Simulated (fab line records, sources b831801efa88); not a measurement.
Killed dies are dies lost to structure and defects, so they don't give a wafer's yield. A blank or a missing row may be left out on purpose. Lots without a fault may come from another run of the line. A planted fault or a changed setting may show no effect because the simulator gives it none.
Chamber matching | flow sky130 | SKY_CONTACT_CMP_04 on cmp-01: 4 sister chambers
The step polishes SiO2. 8 wafers are shown with their chamber, then 8 later ones without.

WAFERS WITH THEIR CHAMBER
wafer  | chamber | motor_current_A (A) | time_to_endpoint_s (s)
L081.2 | 3       | 10.5                | 85
L081.4 | 0       | 11.5                | 89
L081.5 | 2       | 13.3                | 79
L081.6 | 1       | 13.5                | 83
L087.1 | 2       | 12.5                | 84
L087.2 | 3       | 10.8                | 77
L087.3 | 0       | 10.8                | 86
L087.4 | 1       | 13.5                | 85

WAFERS WITHOUT THEIR CHAMBER
wafer  | motor_current_A (A) | time_to_endpoint_s (s)
L087.5 | 10.8                | 83
L087.6 | 11.4                | 86
L088.1 | 11.0                | 86
L088.2 | 12.6                | 86
L088.3 | 12.1                | 83
L088.4 | 10.4                | 80
L088.5 | 10.6                | 81
L088.6 | 12.5                | 78

WHICH CHAMBER EACH WENT THROUGH
wafer  | from the rows above               | in truth
L087.5 | can't be placed: 3 or 0           | 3
L087.6 | can't be placed: 0 or 3           | 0
L088.1 | can't be placed: 0 or 3           | 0
L088.2 | can't be placed: 2 or 1           | 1
L088.3 | can't be placed: 2 or 0 or 1 or 3 | 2
L088.4 | 3                                 | 3
L088.5 | 3                                 | 3
L088.6 | can't be placed: 2 or 1           | 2
Placed correctly: 2 of 8. Can't be placed from these rows: 6 (the true chamber is among the candidates in 6). Placed wrongly: 0.
How it was worked out, from the rows above alone: a wafer's distance from a chamber is the root of the sum, over the readings, of the square of ((its reading less the chamber's mean) divided by the reading's scatter). The wafer belongs to the nearest chamber; if the next one is less than 2 further off, it can't be placed. A chamber's mean is the mean of its shown wafers. The scatter: the root of (the sum of the squares of (reading less its chamber's mean) over the shown wafers, divided by (wafers less chambers)).
